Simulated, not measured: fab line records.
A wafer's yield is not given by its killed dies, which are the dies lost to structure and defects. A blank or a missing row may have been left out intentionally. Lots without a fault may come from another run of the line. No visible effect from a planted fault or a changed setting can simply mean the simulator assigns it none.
8D (eight disciplines) problem report, filled in by code || flow gf180mcu || the parts of the form that need people (team, actions taken, sign-off) are left out

## 1. WHAT IS WRONG
Across 6 wafers from 2 lots, HV_LDD_RS at GF_HV_LDD_RS_MEAS_53 averages 375.6 ohm/sq, while fault-free wafers read 418.4 ohm/sq with a standard deviation of 1.1. Measured from the usual mean, that is -39 standard deviations.
The step: measures by four-point-probe.
Earliest sighting: wafer L604.1 on film metro-03 at day 16 09:24. The record holds 39 wafers of 13 lots with a number at this step. Rule for "out" (also "out of limits"): further than 4 standard deviations from the usual mean. The rest of the wafers with a number are treated as sound.

## 2. WHAT IT IS, WHAT IT ISN'T
{"question": "which readings at this step", "is": "HV_LDD_RS", "is not": "-"}
{"question": "which lots", "is": "L604, L605", "is not": "L592, L596, L597, L598, L599, L603, L610, L611, L612, L613, L614"}
{"question": "which wafers of those lots", "is": "all that have a number", "is not": "-"}
{"question": "read on which gauges", "is": "film metro-01, film metro-03", "is not": "film metro-04"}
{"question": "when", "is": "from day 16 09:24", "is not": "up to then (18 sound wafers); but 15 sound wafers of L610, L611, L612, L613, L614 came after"}

## 3. WHAT RULES OUT EACH SUSPECT
Counting: any tool at a process step up to the reading is kept as a suspect provided that every lot that is out went through it and no sound lot did after the first of them.
- the gauge at GF_HV_LDD_RS_MEAS_53 has been ruled out. Those wafers that are out were read across 2 gauges (film metro-01, film metro-03).
- implanter-01 at GF_HV_LDD_IMPLANT_36: kept. It processed each lot that is out, first L604 at day 15 11:05, and no sound lot thereafter; up to then, the last sound lot it processed was L599 at day 13 18:17. Its own tilt deg readings are out on those wafers.
The count leaves implanter-01 at GF_HV_LDD_IMPLANT_36.

## 4. THE CAUSE (what the simulator had put in)
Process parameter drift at GF_HV_LDD_IMPLANT_36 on implanter-01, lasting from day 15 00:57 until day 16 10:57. Setting tilt deg, moved by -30, from 30. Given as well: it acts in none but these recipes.
The count eliminated every tool but this one.

## 5. THE EFFECT CHAIN, in route order
One row per reading whose mean, taken over the struck wafers that have a number, lies over 3 standard deviations from the usual. Scope: only readings with a usual standard deviation given in the record; hours: median across lots of the time from each lot's start at the first step in this table that gives one to its start at this step; sigmas: change in usual standard deviations.
{"hours": 0, "step": "GF_HV_LDD_IMPLANT_36", "reading": "tilt deg", "usual": "30.004 degrees", "on struck wafers": 0.002, "change": -30.002, "sigmas": "-99 or more"}
{"hours": 23, "step": "GF_HV_LDD_RS_MEAS_53", "reading": "HV_LDD_RS", "usual": "418.4 ohm/sq", "on struck wafers": 375.6, "change": -42.8, "sigmas": -39}
The process steps in it:
- GF_HV_LDD_IMPLANT_36
At these later measuring or inspecting steps, every struck wafer for which the step has a row has a number for every such reading, and none has moved that far: GF_M3_THK_MEAS_06, GF_V3_THK_MEAS_01.

## 6. WHAT WOULD HAVE CAUGHT IT SOONER
Counted from the fault's start at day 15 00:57, it took 32 hours until the first out-of-limits reading at a measuring or inspecting step in this record, taken at day 16 09:24.
The tool's own readings at GF_HV_LDD_IMPLANT_36 were out on every struck wafer that the step has a row for (tilt deg): an alarm limit on them would have fired on the first of those.
Lots out: 2; all had begun GF_HV_LDD_IMPLANT_36 on implanter-01 by day 16 09:24. Tool hold at that time: it would have spared none of them.
